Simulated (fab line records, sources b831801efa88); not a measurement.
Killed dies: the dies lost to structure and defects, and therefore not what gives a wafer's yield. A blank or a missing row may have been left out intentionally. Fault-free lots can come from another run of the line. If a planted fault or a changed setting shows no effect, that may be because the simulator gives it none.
fab line records | flow gf180mcu
record: lots: 11 | wafers: 33 | last-day: 34
route steps=602 shown HV_LDD@225 PSD@256
lots that met no fault: from a run of the same line without faults
start-h: the number of hours between the record's first day and the start of the first shown wafer of the lot | wait-h: hours from the lot's prior step to this one | " the same as in the row above | L1.1+2: a single row standing in for several wafers | - no value, or no start given | * or withheld: withheld | < > ~ a bound
route shown NAME@n: NAME is a module with steps in the file, n the number in the route of the first one | usual: average and standard deviation across the fault-free wafers | same: alike in all rows | chamber/n: place in a boat | sites: per-site readings | _std_site: standard deviation across them | _edge_site: the outer-site mean with the inner-site mean subtracted | radius-mm: for every site, how far away it sits from the centre of the wafer | mask NAME#n: copy n | behind: the most recent tool/chamber to have shaped the wafer | hold: the reason the lot was held/the length of the hold in hours/how it ended | device: the transistor (n, p or np) that didn't switch | end of line: the route-end tests of the same wafers | a step without rows: its recipe alone | killed: at the first sort, the dies lost to defects and structure; wafer yield is something else | map: dies across one wafer; x = killed, . = not, _ = none there
set.NAME: the setting the step ran with; set.NAME@STEP: the setting that earlier step ran with | model.NAME: the simulator's own value behind a step, which no gauge read
steps of the route over a sample of lots; a table a step, a row a wafer
services: a tool's chamber out of use, with start hour (start-h, from the record's first day; less than 0 if before it), hours out, and reason
== steps ==
step: GF_HV_LDD_STRIP_49
recipe: chemistry: O2/N2 | power-w: 1400 | pressure-mtorr: 1500 | platen-temp-c: 250 | o2-flow-sccm: 3000 | n2-flow-sccm: 300 | overash-fraction: 0.5
usual: drypump-motor-current-A: 5.5/0.47 | heater-power-w: 320/32 | o2-flow-sccm: 3000/9.5 | oes-product-au: 0.716/0.0046 | platen-temp-c: 250.00/0.17 | strip-time-to-endpoint-s: 12.63/0.036
lot.wafer | tool            | chamber | start-h | wait-h | drypump-motor-current-A | heater-power-w | o2-flow-sccm | oes-product-au | platen-temp-c | rf-hours-counter-h | strip-time-to-endpoint-s
L333.1    | plasma-asher-01 | 0       | 268.35  | 0.1    | 5.5                     | 326            | 2996         | 0.714          | 249.75        | 61                 | 12.64
L333.5    | "               | 1       | "       | "      | 6.2                     | 319            | 3000         | 0.716          | 250.05        | -                  | 12.66
L333.6    | "               | 0       | "       | "      | 5.5                     | 325            | 3003         | 0.718          | 250.03        | -                  | 12.65
L334.3    | plasma-asher-02 | 1       | 280.04  | 0.1    | 5.7                     | 264            | 2991         | 0.716          | 250.19        | -                  | 12.68
L334.5    | "               | 1       | "       | "      | 5.7                     | 262            | 2997         | 0.714          | 250.29        | -                  | 12.68
L334.6    | "               | 0       | "       | "      | 4.9                     | 321            | 2997         | 0.711          | 249.73        | -                  | 12.69
L336.1    | plasma-asher-04 | 0       | 290.00  | 0.1    | 4.9                     | 381            | 2975         | 0.718          | 249.81        | 66                 | 12.64
L336.3    | "               | 1       | "       | "      | 5.4                     | 332            | 3004         | 0.705          | 250.10        | -                  | 12.62
L336.4    | "               | 0       | "       | "      | 4.9                     | 397            | 2990         | 0.718          | 249.93        | -                  | 12.62
L335.1    | plasma-asher-01 | 1       | 295.45  | 0.1    | 6.2                     | 312            | 3005         | 0.718          | 250.07        | 64                 | 12.65
L335.2    | "               | 0       | "       | "      | 5.5                     | 326            | 2998         | 0.713          | 249.91        | 64                 | 12.66
L335.5    | "               | 1       | "       | "      | 6.2                     | 313            | 2999         | 0.716          | 249.94        | -                  | 12.63
L337.3    | plasma-asher-01 | 1       | 296.84  | 0.1    | 6.2                     | 312            | 3018         | 0.707          | 249.68        | -                  | 12.58
L337.4    | "               | 0       | "       | "      | 5.5                     | 320            | 3004         | 0.721          | 250.28        | -                  | 12.61
L337.5    | "               | 0       | "       | "      | 5.5                     | 325            | 3011         | 0.713          | 250.17        | -                  | 12.62
L347.3    | plasma-asher-01 | 1       | 382.53  | 0.1    | 6.2                     | 317            | 2996         | 0.708          | 250.16        | -                  | 12.62
L347.5    | "               | 0       | "       | "      | 5.5                     | 316            | 3006         | 0.715          | 249.74        | -                  | 12.61
L347.6    | "               | 1       | "       | "      | 6.2                     | 304            | 3015         | 0.720          | 249.84        | -                  | 12.64
L348.2    | plasma-asher-04 | 1       | 390.15  | 0.1    | 5.4                     | 324            | 2998         | 0.712          | 249.92        | 77                 | 12.68
L348.4    | "               | 1       | "       | "      | 5.4                     | 321            | 2989         | 0.718          | 249.85        | -                  | 12.61
L348.5    | "               | 0       | "       | "      | 4.9                     | 388            | 3007         | 0.721          | 249.92        | -                  | 12.65
L353.3    | plasma-asher-01 | 0       | 439.09  | 0.1    | 5.5                     | 325            | 3009         | 0.712          | 249.84        | -                  | 12.65
L353.5    | "               | 0       | "       | "      | 5.5                     | 320            | 3007         | 0.721          | 250.16        | -                  | 12.66
L353.6    | "               | 1       | "       | "      | 6.3                     | 311            | 2993         | 0.721          | 249.93        | -                  | 12.63
L354.1    | plasma-asher-04 | 0       | 446.15  | 0.1    | 4.9                     | 382            | 3015         | 0.712          | 250.13        | 2                  | 12.64
L354.3    | "               | 0       | "       | "      | 4.9                     | 378            | 3007         | 0.719          | 249.96        | -                  | 12.62
L354.5    | "               | 0       | "       | "      | 4.9                     | 377            | 2995         | 0.713          | 250.12        | -                  | 12.65
L355.2    | plasma-asher-02 | 1       | 454.75  | 0.1    | 5.7                     | 264            | 3010         | 0.723          | 249.91        | 36                 | 12.65
L355.3    | "               | 0       | "       | "      | 4.9                     | 310            | 2993         | 0.714          | 249.81        | -                  | 12.65
L355.6    | "               | 0       | "       | "      | 4.9                     | 310            | 3011         | 0.717          | 249.84        | -                  | 12.61
L356.3    | plasma-asher-02 | 1       | 459.33  | 0.1    | 5.7                     | 257            | 2997         | 0.717          | 249.97        | -                  | 12.66
L356.4    | "               | 0       | "       | "      | 4.9                     | 309            | 3007         | 0.719          | 250.28        | -                  | 12.70
L356.6    | "               | 1       | "       | "      | 5.7                     | 267            | 3000         | 0.718          | 249.78        | -                  | 12.68
step: GF_PSD_OVL_MEAS_08
usual: PSD_OVL: -0.3/1.3
lot.wafer | tool       | chamber | start-h | wait-h | PSD_OVL[nm]
L333.1    | overlay-02 | -       | 310.82  | 0.1    | 2.4
L333.5    | "          | -       | "       | "      | -0.4
L333.6    | "          | -       | "       | "      | 1.5
L334.3    | overlay-01 | -       | 324.80  | 0.1    | -0.8
L334.5    | "          | -       | "       | "      | -1.6
L334.6    | "          | -       | "       | "      | -2.7
L336.1    | overlay-01 | -       | 333.67  | 0.1    | -0.7
L336.3    | "          | -       | "       | "      | -0.8
L336.4    | "          | -       | "       | "      | -0.3
L335.1    | overlay-02 | -       | 340.27  | 0.1    | 1.2
L335.2    | "          | -       | "       | "      | 0.6
L335.5    | "          | -       | "       | "      | -0.1
L337.3    | overlay-01 | -       | 343.53  | 0.1    | -2.5
L337.4    | "          | -       | "       | "      | -2.7
L337.5    | "          | -       | "       | "      | -1.8
L347.3    | overlay-01 | -       | 433.63  | 0.1    | -0.1
L347.5    | "          | -       | "       | "      | 1.3
L347.6    | "          | -       | "       | "      | -0.3
L348.2    | overlay-02 | -       | 441.74  | 0.1    | -0.1
L348.4    | "          | -       | "       | "      | -1.5
L348.5    | "          | -       | "       | "      | -0.5
L353.3    | overlay-01 | -       | 490.55  | 0.1    | -0.7
L353.5    | "          | -       | "       | "      | -1.1
L353.6    | "          | -       | "       | "      | -0.5
L354.1    | overlay-01 | -       | 497.31  | 0.1    | 0.0
L354.3    | "          | -       | "       | "      | -0.8
L354.5    | "          | -       | "       | "      | -1.0
L355.2    | overlay-01 | -       | 506.69  | 0.1    | 0.8
L355.3    | "          | -       | "       | "      | -2.0
L355.6    | "          | -       | "       | "      | -0.5
L356.3    | overlay-01 | -       | 509.98  | 0.1    | -2.0
L356.4    | "          | -       | "       | "      | 0.0
L356.6    | "          | -       | "       | "      | -0.2
step: GF_PSD_IMPLANT_09
recipe: species: BF2 | energy-kev: 40 | dose-cm2: 1.5e+15 | tilt-deg: 7
lot.wafer  | tool         | chamber | start-h | wait-h
L333.1+5+6 | implanter-03 | 0       | 310.85  | 0.0
L334.3+5+6 | implanter-04 | 0       | 324.87  | 0.1
L336.1+3+4 | implanter-03 | 0       | 333.71  | 0.0
L335.1+2+5 | implanter-02 | 0       | 340.31  | 0.0
L337.3+4+5 | implanter-02 | 0       | 343.60  | 0.1
L347.3+5+6 | implanter-02 | 0       | 433.70  | 0.1
L348.2+4+5 | implanter-03 | 0       | 441.80  | 0.0
L353.3+5+6 | implanter-03 | 0       | 490.62  | 0.1
L354.1+3+5 | implanter-03 | 0       | 497.35  | 0.0
L355.2+3+6 | implanter-03 | 0       | 506.74  | 0.0
L356.3+4+6 | implanter-04 | 0       | 510.05  | 0.1
step: GF_PSD_STRIP_10
recipe: chemistry: O2/N2 | power-w: 1400 | pressure-mtorr: 1500 | platen-temp-c: 250 | o2-flow-sccm: 3000 | n2-flow-sccm: 300 | overash-fraction: 0.5
usual: drypump-motor-current-A: 5.8/0.44 | heater-power-w: 333/30 | o2-flow-sccm: 3002/8.6 | oes-product-au: 0.592/0.0051 | platen-temp-c: 249.99/0.2 | strip-time-to-endpoint-s: 16.53/0.033
lot.wafer | tool            | chamber | start-h | wait-h | drypump-motor-current-A | heater-power-w | o2-flow-sccm | oes-product-au | platen-temp-c | rf-hours-counter-h | strip-time-to-endpoint-s
L333.1    | plasma-asher-03 | 1       | 311.00  | 0.1    | 6.1                     | 305            | 3003         | 0.591          | 250.27        | 49                 | 16.53
L333.5    | "               | 0       | "       | "      | 6.0                     | 367            | 2997         | 0.595          | 250.04        | -                  | 16.53
L333.6    | "               | 1       | "       | "      | 6.1                     | 296            | 3013         | 0.586          | 250.30        | -                  | 16.53
L334.3    | plasma-asher-04 | 0       | 325.01  | 0.1    | 4.9                     | 385            | 3021         | 0.594          | 250.04        | -                  | 16.58
L334.5    | "               | 0       | "       | "      | 4.9                     | 377            | 3015         | 0.587          | 250.13        | -                  | 16.54
L334.6    | "               | 1       | "       | "      | 5.3                     | 336            | 3013         | 0.595          | 250.00        | -                  | 16.58
L336.1    | plasma-asher-04 | 1       | 333.86  | 0.1    | 5.4                     | 328            | 3005         | 0.592          | 250.03        | 71                 | 16.50
L336.3    | "               | 1       | "       | "      | 5.4                     | 321            | 3011         | 0.596          | 249.95        | -                  | 16.50
L336.4    | "               | 0       | "       | "      | 4.9                     | 391            | 3001         | 0.598          | 249.81        | -                  | 16.50
L335.1    | plasma-asher-03 | 0       | 340.46  | 0.1    | 6.1                     | 355            | 3002         | 0.601          | 249.65        | 52                 | 16.53
L335.2    | "               | 1       | "       | "      | 6.1                     | 296            | 3005         | 0.598          | 250.09        | 52                 | 16.52
L335.5    | "               | 1       | "       | "      | 6.1                     | 298            | 2997         | 0.591          | 250.15        | -                  | 16.53
L337.3    | plasma-asher-04 | 0       | 343.73  | 0.1    | 4.9                     | 387            | 3002         | 0.587          | 249.92        | -                  | 16.56
L337.4    | "               | 1       | "       | "      | 5.4                     | 329            | 3007         | 0.585          | 250.37        | -                  | 16.56
L337.5    | "               | 1       | "       | "      | 5.4                     | 329            | 2994         | 0.593          | 250.15        | -                  | 16.58
L347.3    | plasma-asher-04 | 0       | 433.83  | 0.1    | 4.9                     | 387            | 3015         | 0.597          | 250.17        | -                  | 16.40
L347.5    | "               | 1       | "       | "      | 5.4                     | 337            | 3009         | 0.586          | 250.19        | -                  | 16.49
L347.6    | "               | 0       | "       | "      | 5.0                     | 383            | 3009         | 0.603          | 250.11        | -                  | 16.50
L348.2    | plasma-asher-04 | 0       | 441.92  | 0.1    | 4.9                     | 398            | 3018         | 0.596          | 250.10        | 1                  | 16.46
L348.4    | "               | 1       | "       | "      | 5.4                     | 323            | 2984         | 0.594          | 250.13        | -                  | 16.48
L348.5    | "               | 0       | "       | "      | 4.9                     | 391            | 3006         | 0.604          | 250.02        | -                  | 16.50
L353.3    | plasma-asher-01 | 1       | 490.75  | 0.1    | 6.2                     | 312            | 3006         | 0.592          | 249.76        | -                  | 16.51
L353.5    | "               | 1       | "       | "      | 6.2                     | 314            | 2997         | 0.600          | 249.64        | -                  | 16.55
L353.6    | "               | 0       | "       | "      | 5.5                     | 324            | 2985         | 0.593          | 250.03        | -                  | 16.56
L354.1    | plasma-asher-04 | 0       | 497.50  | 0.1    | 4.9                     | 378            | 2998         | 0.597          | 249.97        | 8                  | 16.58
L354.3    | "               | 1       | "       | "      | 5.4                     | 337            | 2999         | 0.600          | 250.11        | -                  | 16.58
L354.5    | "               | 1       | "       | "      | 5.4                     | 332            | 2997         | 0.589          | 249.85        | -                  | 16.58
L355.2    | plasma-asher-03 | 1       | 506.87  | 0.1    | 6.1                     | 300            | 3006         | 0.594          | 250.09        | 67                 | 16.53
L355.3    | "               | 0       | "       | "      | 6.1                     | 372            | 3004         | 0.592          | 250.15        | -                  | 16.56
L355.6    | "               | 0       | "       | "      | 6.1                     | 366            | 3005         | 0.586          | 250.17        | -                  | 16.49
L356.3    | plasma-asher-03 | 0       | 510.19  | 0.1    | 6.1                     | 365            | 2996         | 0.592          | 250.05        | -                  | 16.49
L356.4    | "               | 1       | "       | "      | 6.1                     | 288            | 3006         | 0.588          | 250.09        | -                  | 16.52
L356.6    | "               | 0       | "       | "      | 6.1                     | 371            | 2999         | 0.578          | 250.13        | -                  | 16.51
step: GF_PSD_TW_MEAS_11
usual: PSD_TW: 3197/24
lot.wafer | tool          | chamber | start-h | wait-h | PSD_TW
L333.1    | film-metro-01 | -       | 311.10  | 0.1    | 3182
L333.5    | "             | -       | "       | "      | 3183
L333.6    | "             | -       | "       | "      | 3194
L334.3    | film-metro-01 | -       | 325.09  | 0.1    | 3185
L334.5    | "             | -       | "       | "      | 3188
L334.6    | "             | -       | "       | "      | 3171
L336.1    | film-metro-02 | -       | 333.96  | 0.1    | 3207
L336.3    | "             | -       | "       | "      | 3200
L336.4    | "             | -       | "       | "      | 3215
L335.1    | film-metro-01 | -       | 340.56  | 0.1    | 3182
L335.2    | "             | -       | "       | "      | 3183
L335.5    | "             | -       | "       | "      | 3183
L337.3    | film-metro-01 | -       | 343.82  | 0.1    | 3199
L337.4    | "             | -       | "       | "      | 3175
L337.5    | "             | -       | "       | "      | 3202
L347.3    | film-metro-02 | -       | 433.92  | 0.1    | 3251
L347.5    | "             | -       | "       | "      | 3299
L347.6    | "             | -       | "       | "      | 3279
L348.2    | film-metro-01 | -       | 442.03  | 0.1    | 3189
L348.4    | "             | -       | "       | "      | 3177
L348.5    | "             | -       | "       | "      | 3158
L353.3    | film-metro-01 | -       | 490.84  | 0.1    | 3178
L353.5    | "             | -       | "       | "      | 3182
L353.6    | "             | -       | "       | "      | 3183
L354.1    | film-metro-01 | -       | 497.61  | 0.1    | 3172
L354.3    | "             | -       | "       | "      | 3179
L354.5    | "             | -       | "       | "      | 3203
L355.2    | film-metro-04 | -       | 506.98  | 0.1    | 3189
L355.3    | "             | -       | "       | "      | 3189
L355.6    | "             | -       | "       | "      | 3192
L356.3    | film-metro-04 | -       | 510.27  | 0.1    | 3204
L356.4    | "             | -       | "       | "      | 3192
L356.6    | "             | -       | "       | "      | 3185
step: GF_PSD_RS_MEAS_15
recipe: thk-meas-gauge: four-point-probe
usual: PSD_RS: 108.6/0.34
lot.wafer | tool          | chamber | start-h | wait-h | PSD_RS[ohm/sq]
L333.1    | film-metro-02 | -       | 311.41  | 0.1    | 108.3
L333.5    | "             | -       | "       | "      | 108.0
L333.6    | "             | -       | "       | "      | 108.3
L334.3    | film-metro-02 | -       | 325.43  | 0.1    | 108.7
L334.5    | "             | -       | "       | "      | 108.4
L334.6    | "             | -       | "       | "      | 108.7
L336.1    | film-metro-02 | -       | 334.27  | 0.1    | 108.3
L336.3    | "             | -       | "       | "      | 108.2
L336.4    | "             | -       | "       | "      | 108.3
L335.1    | film-metro-04 | -       | 340.87  | 0.1    | 108.5
L335.2    | "             | -       | "       | "      | 108.5
L335.5    | "             | -       | "       | "      | 108.8
L337.3    | film-metro-02 | -       | 344.15  | 0.1    | 108.5
L337.4    | "             | -       | "       | "      | 108.9
L337.5    | "             | -       | "       | "      | 108.5
L347.3    | film-metro-04 | -       | 434.25  | 0.1    | 109.9
L347.5    | "             | -       | "       | "      | 109.1
L347.6    | "             | -       | "       | "      | 109.1
L348.2    | film-metro-04 | -       | 442.35  | 0.1    | 108.9
L348.4    | "             | -       | "       | "      | 108.8
L348.5    | "             | -       | "       | "      | 109.0
L353.3    | film-metro-01 | -       | 491.18  | 0.1    | 108.4
L353.5    | "             | -       | "       | "      | 108.5
L353.6    | "             | -       | "       | "      | 108.8
L354.1    | film-metro-04 | -       | 497.92  | 0.1    | 108.8
L354.3    | "             | -       | "       | "      | 108.7
L354.5    | "             | -       | "       | "      | 108.6
L355.2    | film-metro-01 | -       | 507.30  | 0.1    | 108.3
L355.3    | "             | -       | "       | "      | 108.6
L355.6    | "             | -       | "       | "      | 108.7
L356.3    | film-metro-04 | -       | 510.65  | 0.1    | 109.0
L356.4    | "             | -       | "       | "      | 108.9
L356.6    | "             | -       | "       | "      | 108.8
== services ==
tool            | chamber | start-h | hours | kind
plasma-asher-02 | -       | 245.92  | 9.6   | pm
implanter-04    | -       | 250.68  | 10.1  | pm
implanter-02    | -       | 253.43  | 3.1   | repair
plasma-asher-03 | -       | 292.88  | 8.5   | repair
implanter-04    | -       | 299.30  | 4.3   | pm
implanter-04    | -       | 311.30  | 2.3   | repair
implanter-04    | -       | 313.57  | 5.1   | pm
plasma-asher-03 | -       | 350.86  | 2.8   | pm
implanter-02    | -       | 351.26  | 1.0   | repair
implanter-04    | -       | 360.34  | 3.2   | repair
plasma-asher-01 | -       | 366.53  | 0.6   | repair
plasma-asher-03 | -       | 373.90  | 3.0   | repair
implanter-02    | -       | 381.65  | 5.7   | repair
implanter-02    | -       | 398.74  | 2.0   | repair
implanter-04    | -       | 401.48  | 1.3   | repair
implanter-04    | -       | 416.92  | 17.1  | pm
plasma-asher-04 | -       | 421.25  | 9.0   | pm
plasma-asher-03 | -       | 431.45  | 0.4   | repair
plasma-asher-03 | -       | 442.50  | 15.6  | pm
implanter-03    | -       | 462.39  | 15.5  | pm
implanter-02    | -       | 464.64  | 3.0   | pm
plasma-asher-04 | -       | 465.03  | 4.0   | repair
implanter-03    | -       | 486.58  | 3.9   | repair
plasma-asher-01 | -       | 494.47  | 14.6  | pm
== key ==
first-sign: step: GF_PSD_STRIP_10 | reading: strip-time-to-endpoint-s | direction: down | sigmas: 3.7 | usual: * | struck: *
effect: step: GF_PSD_RS_MEAS_15 | reading: PSD_RS | direction: up | sigmas: 3.7 | usual: 108.6 | struck: 109.9
met-at GF_PSD_IMPLANT_09
struck-lots L347
struck-wafers L347.3
tester-left-out L347
not-acting-at GF_HV_LDD_STRIP_49,GF_PSD_OVL_MEAS_08,GF_PSD_TW_MEAS_11
onset-between 343.60 433.70
fault: kind: process-parameter-drift | tool: implanter-02 | chamber: - | onset-h: 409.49 | steps: GF_PSD_IMPLANT_09 | channel: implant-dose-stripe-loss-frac | offset: 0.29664 | shape: step | end-h: 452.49 | scope: struck-wafers-only
tester-left-out: of these lots the tester's yield and bins aren't shown, on N5 and GAA mostly nor the transistor test; their killed dies are dies lost to structure and defects alone, not to doping, threshold or leakage, so they don't give the yield
